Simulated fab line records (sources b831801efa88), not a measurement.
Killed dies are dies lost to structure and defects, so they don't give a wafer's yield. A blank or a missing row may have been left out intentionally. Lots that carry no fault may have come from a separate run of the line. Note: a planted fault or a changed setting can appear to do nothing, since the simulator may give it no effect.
Which of the tools did it? + flow sky130 + 6 lots (18 wafers sampled), 1 step of a 708-step route

## WHAT THE GAUGES READ, wafer by wafer
SKY_FIELD_ISO_THK_MEAS_02.
| lot  | measured    | on            | FIELD_ISO_OXIDATION_00_THK (nm) |
|------|-------------|---------------|---------------------------------|
| L276 | day 2 03:15 | film-metro-04 | 11.38 11.44 11.44               |
| L278 | day 2 12:38 | film-metro-01 | 11.97 11.74 11.85               |
| L280 | day 2 23:24 | film-metro-03 | 11.62 11.59 11.80               |
| L282 | day 3 09:18 | film-metro-04 | 11.59 11.71 11.52               |
| L288 | day 4 14:44 | film-metro-03 | 11.04 10.95 10.81               |
| L294 | day 5 21:16 | film-metro-03 | 11.55 11.60 11.75               |

## EACH LOT AND THE TOOL THAT RAN IT (in order: tool; ch and the chambers of the sampled wafers; start)
There is no process step in the record ahead of these readings.

## THE ANSWER, worked out from the rows above alone
Rule: the usual values come from the lots themselves. Put in order of their means at a reading, lots are off if they are a third of the lots or fewer, leave a main group of 4 or more, and stand apart from it by a gap of 3 or more times the standard deviation of the main group's means; of several such gaps the widest counts. The tables above print the reading to a certain number of digits; a main group whose means all agree to those digits is not used. A lot without any number at a reading at which 4 lots or more have one is off too. All remaining lots with rows at the step are treated as sound.
Off: L288, at SKY_FIELD_ISO_THK_MEAS_02 (FIELD_ISO_OXIDATION_00_THK). Main group: mean 11.64 nm, sd 0.14.
If a tool, at a process step before that reading, ran all the lots that are off and no sound lot after the first of them, it fits. Gauges at SKY_FIELD_ISO_THK_MEAS_02: tried the same way as those tools. None of those tried fits.

## WHAT THE SIMULATOR HAD PUT IN
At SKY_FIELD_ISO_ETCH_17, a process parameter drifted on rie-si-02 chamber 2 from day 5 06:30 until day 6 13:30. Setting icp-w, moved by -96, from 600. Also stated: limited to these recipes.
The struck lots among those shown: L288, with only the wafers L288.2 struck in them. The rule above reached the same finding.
